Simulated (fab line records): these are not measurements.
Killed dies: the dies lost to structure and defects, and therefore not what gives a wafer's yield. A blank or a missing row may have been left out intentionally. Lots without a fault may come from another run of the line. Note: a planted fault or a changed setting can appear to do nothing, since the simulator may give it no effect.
Which tool is to blame?	flow sky130	10 lots with 30 wafers sampled at 4 steps, on a route of 708 steps

## WHAT THE GAUGES READ, wafer by wafer
SKY_VIA2_RS_MEAS_22: a four-point-probe measurement. Usual: VIA2_W_RS gives 0.2719 ohm/sq (standard deviation 0.0026).
lot	measured	on	VIA2_W_RS (ohm/sq)	flag
L656	day 36 11:27	film_metro-02	0.2720 0.2756 0.2738	
L659	day 37 13:46	film_metro-01	0.2704 0.2676 0.2697	
L661	day 38 03:31	film_metro-02	0.2765 0.2736 0.2794	
L665	day 39 17:56	film_metro-03	0.2696 0.2710 0.2725	
L666	day 40 00:30	film_metro-01	0.2668 0.2701 0.2733	
L667	day 40 18:24	film_metro-02	0.2706 0.3615 0.3628	OFF
L668	day 40 23:53	film_metro-03	0.3722 0.3710 0.2718	OFF
L669	day 41 01:08	film_metro-03	0.2675 0.2709 0.2674	
L670	day 41 08:19	film_metro-01	0.2677 0.2664 0.2694	
L678	day 43 00:31	film_metro-03	0.2707 0.2737 0.2714	

SKY_VIA2_THK_MEAS_23: measures by xrf. Usual: VIA2_W_THK gives 417 nm (standard deviation 7.5).
lot	measured	on	VIA2_W_THK (nm)	flag
L656	day 36 11:34	film_metro-02	422 413 420	
L659	day 37 13:52	film_metro-01	416 421 420	
L661	day 38 03:37	film_metro-02	423 429 416	
L665	day 39 18:03	film_metro-03	413 412 410	
L666	day 40 00:37	film_metro-01	427 422 418	
L667	day 40 18:31	film_metro-02	429 322 321	OFF
L668	day 40 23:59	film_metro-03	305 304 411	OFF
L669	day 41 01:16	film_metro-03	420 417 421	
L670	day 41 08:25	film_metro-01	418 417 417	
L678	day 43 00:38	film_metro-03	412 410 410	

## TOOL THAT RAN EACH LOT (tool first, then ch and the chambers of the sampled wafers, then the start)
lot	SKY_VIA2_SPUTTER_20	SKY_VIA2_CVD_21
L656	pvd_sputter-01, day 36 11:14	cvd_w-02 ch 0,1, day 36 11:18
L659	pvd_sputter-01, day 37 13:32	cvd_w-02 ch 0,1, day 37 13:38
L661	pvd_sputter-03, day 38 03:10	cvd_w-01 ch 0, day 38 03:19
L665	pvd_sputter-01, day 39 17:44	cvd_w-02 ch 0,1, day 39 17:47
L666	pvd_sputter-03, day 40 00:17	cvd_w-02 ch 0,1, day 40 00:21
L667	pvd_sputter-01, day 40 18:11	cvd_w-02 ch 1, day 40 18:15
L668	pvd_sputter-04, day 40 23:39	cvd_w-02 ch 0,1, day 40 23:45
L669	pvd_sputter-03, day 41 00:56	cvd_w-01 ch 0,1, day 41 01:00
L670	pvd_sputter-03, day 41 08:06	cvd_w-01 ch 0,1, day 41 08:10
L678	pvd_sputter-04, day 43 00:20	cvd_w-01 ch 0,1, day 43 00:23
- SKY_VIA2_SPUTTER_20: material TiN, target thk 20 nm, time 80 s.
- SKY_VIA2_CVD_21: deposits W, target thk 420 nm, time 126.4 s.

## WHAT THE TOOLS THEMSELVES READ (means of the sampled wafers that have a number; where no wafer has one, the mark that the record gives instead)
SKY_VIA2_SPUTTER_20. Usual: cathode_dc_power_W 4000.0 W, standard deviation 0.71; throttle_valve_pct 30.1 %, standard deviation 0.8.
lot	tool	cathode_dc_power_W (W)	throttle_valve_pct (%)	flag
L656	pvd_sputter-01	3999.8	29.5	
L659	pvd_sputter-01	4000.2	29.7	
L661	pvd_sputter-03	4000.8	31.2	
L665	pvd_sputter-01	4000.6	30.0	
L666	pvd_sputter-03	4000.1	31.3	
L667	pvd_sputter-01	4000.3	29.8	
L668	pvd_sputter-04	4000.5	30.0	
L669	pvd_sputter-03	3999.5	30.8	
L670	pvd_sputter-03	4000.0	30.4	
L678	pvd_sputter-04	4000.4	30.2	

SKY_VIA2_CVD_21. Usual: chamber_pressure_Torr 40.01 Torr, standard deviation 0.087; heater_power_w 784 W, standard deviation 48.
lot	tool	chamber_pressure_Torr (Torr)	heater_power_w (W)	flag
L656	cvd_w-02	40.07	850	
L659	cvd_w-02	39.98	854	
L661	cvd_w-01	40.04	715	
L665	cvd_w-02	39.98	788	
L666	cvd_w-02	40.01	786	
L667	cvd_w-02	39.99	799	
L668	cvd_w-02	39.98	798	
L669	cvd_w-01	40.03	734	
L670	cvd_w-01	40.02	759	
L678	cvd_w-01	39.97	770	

## THE ANSWER, worked out from the rows above alone
Rule: a lot counts as off when the mean over its wafers that have a number is more than 3 standard deviations away from the usual mean. A lot without any number at a reading at which 4 lots or more have one is off too. Any other lot the step has rows for is counted as sound. The gauges are gone through in route order, then the tools' own readings, and for those a lot's mean is taken as printed above. The first step at which some lot is off is used, and at that step the reading that is off furthest; a lot without a number counts as furthest.
Off: L667, L668, at SKY_VIA2_RS_MEAS_22 (VIA2_W_RS).
If a tool, at a process step before that reading, ran all the lots that are off and no sound lot after the first of them, it fits. Those tools and the gauges at SKY_VIA2_RS_MEAS_22 are tried in the same way. One candidate fits, namely cvd_w-02 at SKY_VIA2_CVD_21. Its last sound lot is L666 (day 40 00:21), its first lot that is off L667 (day 40 18:15): a fault that began between those two fits.

## WHAT HAD BEEN PUT IN BY THE SIMULATOR
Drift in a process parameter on cvd_w-02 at SKY_VIA2_CVD_21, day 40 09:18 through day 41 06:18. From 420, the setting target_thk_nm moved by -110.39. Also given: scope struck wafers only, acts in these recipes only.
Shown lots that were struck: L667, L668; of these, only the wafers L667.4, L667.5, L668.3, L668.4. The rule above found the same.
